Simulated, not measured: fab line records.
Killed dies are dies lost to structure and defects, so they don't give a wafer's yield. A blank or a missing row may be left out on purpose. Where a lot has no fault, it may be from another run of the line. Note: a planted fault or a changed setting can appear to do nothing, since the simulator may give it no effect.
Matching of chambers | flow sky130 | cmp-02 running SKY_CONTACT_CMP_27: 4 sister chambers
The step polishes, stops on SiO2, t overpolish 15 s, target thk 0 nm. 14 wafers are shown with their chamber, then 7 later ones without.

## WAFERS PAIRED WITH THEIR CHAMBERS
wafer  | chamber | motor current A (A) | time to endpoint s (s) | retaining ring pressure frac
L859.1 | 0       | 11.4                | 80                     | 1.003
L859.4 | 1       | 9.9                 | 79                     | 1.006
L859.6 | 0       | 11.4                | 79                     | 1.008
L860.2 | 0       | 11.7                | 82                     | 0.997
L860.3 | 1       | 9.8                 | 82                     | 1.008
L860.6 | 3       | 9.3                 | 84                     | 0.995
L861.1 | 2       | 11.6                | 82                     | 0.996
L861.2 | 1       | 9.9                 | 84                     | 0.998
L861.5 | 1       | 10.1                | 81                     | 0.998
L875.1 | 2       | 11.8                | 85                     | 0.998
L875.4 | 3       | 9.3                 | 84                     | 1.004
L875.6 | 3       | 9.1                 | 84                     | 1.004
L876.1 | 0       | 11.5                | 77                     | 0.998
L876.2 | 3       | 9.2                 | 81                     | 0.995

SIGNATURES, as means of the wafers listed above
reading                      | chamber 0 | chamber 1 | chamber 2 | chamber 3 | scatter within a chamber
motor current A              | 11.500    | 9.925     | 11.700    | 9.225     | 0.124
time to endpoint s           | 79.50     | 81.50     | 83.50     | 83.25     | 1.93
retaining ring pressure frac | 1.00150   | 1.00250   | 0.99700   | 0.99950   | 0.00493
Rule: a wafer's distance from a chamber is the root of the sum, over the readings, of the square of ((its reading less the chamber's mean) divided by the reading's scatter). If the next closest chamber is less than 2 further off than the closest, the wafer can't be placed; otherwise it belongs to the closest. The scatter: take each reading less its chamber's mean, square it, sum over the shown wafers, divide by the number of wafers less the number of chambers, and take the root.

## WAFERS WITH NO CHAMBER GIVEN
wafer  | motor current A (A) | time to endpoint s (s) | retaining ring pressure frac
L876.4 | 10.1                | 80                     | 0.999
L874.2 | 9.6                 | 88                     | 0.998
L874.4 | 10.8                | 81                     | 0.997
L874.5 | 11.5                | 80                     | 1.002
L882.2 | 9.9                 | 85                     | 0.998
L882.3 | 10.9                | 83                     | 0.995
L882.6 | 11.5                | 82                     | 0.991

## EACH ONE'S CHAMBER
wafer  | from the rows above          | in truth
L876.4 | 1                            | 1
L874.2 | can't be placed: 3 or 1      | 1
L874.4 | can't be placed: 0 or 1 or 2 | 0
L874.5 | 0                            | 0
L882.2 | 1                            | 1
L882.3 | can't be placed: 0 or 2      | 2
L882.6 | can't be placed: 2 or 0      | 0
3 of 7 placed correctly. These rows do not allow placing 4 (true chamber among the candidates in 4). Wrongly placed: 0.
